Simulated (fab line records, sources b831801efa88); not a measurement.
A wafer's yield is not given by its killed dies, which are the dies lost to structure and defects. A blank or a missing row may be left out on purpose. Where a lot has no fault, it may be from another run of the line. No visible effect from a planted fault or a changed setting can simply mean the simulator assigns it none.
Chamber matching -- flow gf180mcu -- cmp-02 running GF_CONTACT_CMP_04: 4 sister chambers
The step polishes SiO2. 18 wafers are shown with their chamber, then 9 later ones without.

WAFERS PAIRED WITH THEIR CHAMBERS
wafer,chamber,motor-current-A (A),time-to-endpoint-s (s)
L284.2,0,12.0,106
L284.3,1,12.2,108
L284.5,1,12.5,121
L285.2,1,13.0,104
L285.5,2,10.2,117
L285.6,1,12.8,118
L292.2,0,11.4,108
L292.3,1,12.8,112
L292.6,3,11.4,117
L294.1,0,11.3,104
L294.2,2,10.2,114
L294.4,1,13.7,115
L296.2,3,11.3,112
L296.3,2,10.5,112
L296.4,1,12.4,116
L297.2,1,12.4,109
L297.3,3,11.7,107
L297.5,3,11.1,111

SIGNATURES (means of the wafers above)
reading,chamber 0,chamber 1,chamber 2,chamber 3,scatter within a chamber
motor-current-A,11.567,12.725,10.300,11.375,0.388
time-to-endpoint-s,106.00,112.88,114.33,111.75,4.6
Rule: for each reading, subtract the chamber's mean from the wafer's reading, divide by that reading's scatter and square the result; add these up over the readings and take the root, which gives the wafer's distance from the chamber. If the next closest chamber is less than 2 further off than the closest, the wafer can't be placed; otherwise it belongs to the closest. How the scatter is found: for the shown wafers, subtract from each reading the mean of its chamber, square and add these, divide the total by (wafers less chambers), then take the root.

WAFERS WITH NO CHAMBER GIVEN
wafer,motor-current-A (A),time-to-endpoint-s (s)
L300.2,10.7,122
L300.3,12.7,117
L300.6,12.5,120
L299.4,12.5,116
L299.5,10.2,114
L299.6,11.0,112
L301.1,13.1,112
L301.2,10.3,111
L301.3,11.8,106

EACH ONE'S CHAMBER
wafer,from the rows above,in truth
L300.2,can't be placed: 2 or 3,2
L300.3,1,1
L300.6,can't be placed: 1 or 3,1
L299.4,1,1
L299.5,2,2
L299.6,can't be placed: 3 or 2 or 0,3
L301.1,1,1
L301.2,2,2
L301.3,can't be placed: 0 or 3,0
Correct placement for 5 of the 9. These rows do not allow placing 4 (true chamber among the candidates in 4). 0 placed wrongly.
